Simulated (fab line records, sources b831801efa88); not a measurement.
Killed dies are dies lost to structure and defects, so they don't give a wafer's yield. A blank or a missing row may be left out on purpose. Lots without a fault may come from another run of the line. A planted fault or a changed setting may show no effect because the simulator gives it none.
A struck lot beside a sound one | flow sky130 | 17 steps out of a route of 708
Sound: wafers L611.1, L611.2, L611.4. Struck: wafers L623.2, L623.3, L623.4. The cause comes at the end.
At each step with rows: each side's tool, then ch and its chambers, then its first start. Under that, the readings that differ: sound wafers | struck wafers | difference of the means | sigmas: that difference in standard deviations of wafers without a fault.
alike: readings whose means differ by less than 2 such deviations, and words and numbers that are the same on both sides. not compared: withheld readings, readings that some wafer has no value for, bounds like >300 that may hide the same value, and numbers for which the record gives no deviation and whose values overlap.
The two part at a step that has a row with sigmas, a row that says differs or no value, or rows on one side only. Numbers that don't overlap but have no deviation are shown without sigmas and don't part them. A reading that every wafer of one side lacks parts them only if that side has two wafers or more.

SKY_LOCAL_INTERCONNECT_RS_MEAS_01: measures by four-point-probe.
  sound on film_metro-03, day 29 22:35; struck on film_metro-03, day 33 21:52
  alike: LOCAL_INTERCONNECT_TIN_RS
SKY_LOCAL_INTERCONNECT_THK_MEAS_02: measures by xrf.
  sound on film_metro-03, day 29 22:42; struck on film_metro-03, day 33 21:59
  alike: LOCAL_INTERCONNECT_TIN_THK
then, 8 steps without rows for these wafers: SKY_LOCAL_INTERCONNECT_DEHYDRATE_03 (time 60 s); SKY_LOCAL_INTERCONNECT_HMDS_04 (prime time 60 s); SKY_LOCAL_INTERCONNECT_COAT_05 (resist thk 60 nm); SKY_LOCAL_INTERCONNECT_COAT_06 (resist thk 450 nm); SKY_LOCAL_INTERCONNECT_SOFTBAKE_07 (time 90 s); SKY_LOCAL_INTERCONNECT_EXPOSE_08 (exposes mask LI1M, target cd 170 nm); SKY_LOCAL_INTERCONNECT_PEB_09; SKY_LOCAL_INTERCONNECT_DEVELOP_10 (develop time 60 s).
SKY_LOCAL_INTERCONNECT_CD_MEAS_11: target cd 170 nm.
  sound on cd_sem-02, day 31 02:40; struck on cd_sem-02, day 35 01:10
  alike: cd_nm
SKY_LOCAL_INTERCONNECT_OVL_MEAS_12:
  sound on overlay-01, day 31 02:47; struck on overlay-02, day 35 01:16
  reading                     | sound    | struck | difference | sigmas
  LOCAL_INTERCONNECT_OVL (nm) | -5 -7 -6 | 9 5 5  | +12        | +2
SKY_LOCAL_INTERCONNECT_ETCH_13: etches BARC in N2/H2, stops on SiO2, time 45.9 s, target depth 60 nm.
  sound on rie_metal-04 ch 0,1, day 31 02:49; struck on rie_metal-04 ch 0,1, day 35 01:18
  reading                                                   | sound             | struck            | difference | sigmas
  model.KrF-thick_of_LOCAL_INTERCONNECT_COAT_06.thk_nm (nm) | 392.8 393.9 392.9 | 401.5 400.7 401.9 | +8.2       |
  alike: chamber_pressure_mTorr, drypump_motor_current_A, h2_flow_sccm, oes_product_au, throttle_valve_pct
  not compared: rf_hours_counter_h
SKY_LOCAL_INTERCONNECT_METAL_ETCH_14: etches TiN in Cl2/BCl3, stops on PSG, target depth 110 nm, time 31.4 s.
  sound on rie_metal-04 ch 0,1, day 31 02:53; struck on rie_metal-04 ch 0,1, day 35 01:22
  reading                                                   | sound             | struck            | difference | sigmas
  model.KrF-thick_of_LOCAL_INTERCONNECT_COAT_06.thk_nm (nm) | 348.6 350.7 348.6 | 357.8 355.5 357.9 | +7.8       |
  alike: chamber_pressure_mTorr, drypump_motor_current_A, oes_product_au, throttle_valve_pct
  not compared: rf_hours_counter_h
SKY_LOCAL_INTERCONNECT_STRIP_15: strips in O2/N2.
  sound on plasma_asher-03 ch 0,1, day 31 02:56; struck on plasma_asher-03 ch 0,1, day 35 01:25
  reading                      | sound             | struck            | difference | sigmas
  strip_time_to_endpoint_s (s) | 4.727 4.726 4.725 | 4.818 4.797 4.815 | +0.084     | +4
  alike: chamber_pressure_mTorr, drypump_motor_current_A, oes_product_au
  not compared: rf_hours_counter_h
then, 1 step without rows for these wafers: SKY_LOCAL_INTERCONNECT_STRIP_16 (strips in post etch residue remover, time 1200 s).
-- the record jumps here: 14 days lie between the struck wafers' starts before and after (it left off in module LOCAL_INTERCONNECT and takes up again in module PAD_OPEN, whose first step shown is number 708 of the route) --
SKY_PAD_OPEN_PROBE_99:
  the record has rows for the struck wafers here (prober-01, day 49 06:53) and none for the sound ones

WHERE THEY PART
First at SKY_LOCAL_INTERCONNECT_OVL_MEAS_12; last, within this record, at SKY_PAD_OPEN_PROBE_99.

WHY: what the simulator had put in
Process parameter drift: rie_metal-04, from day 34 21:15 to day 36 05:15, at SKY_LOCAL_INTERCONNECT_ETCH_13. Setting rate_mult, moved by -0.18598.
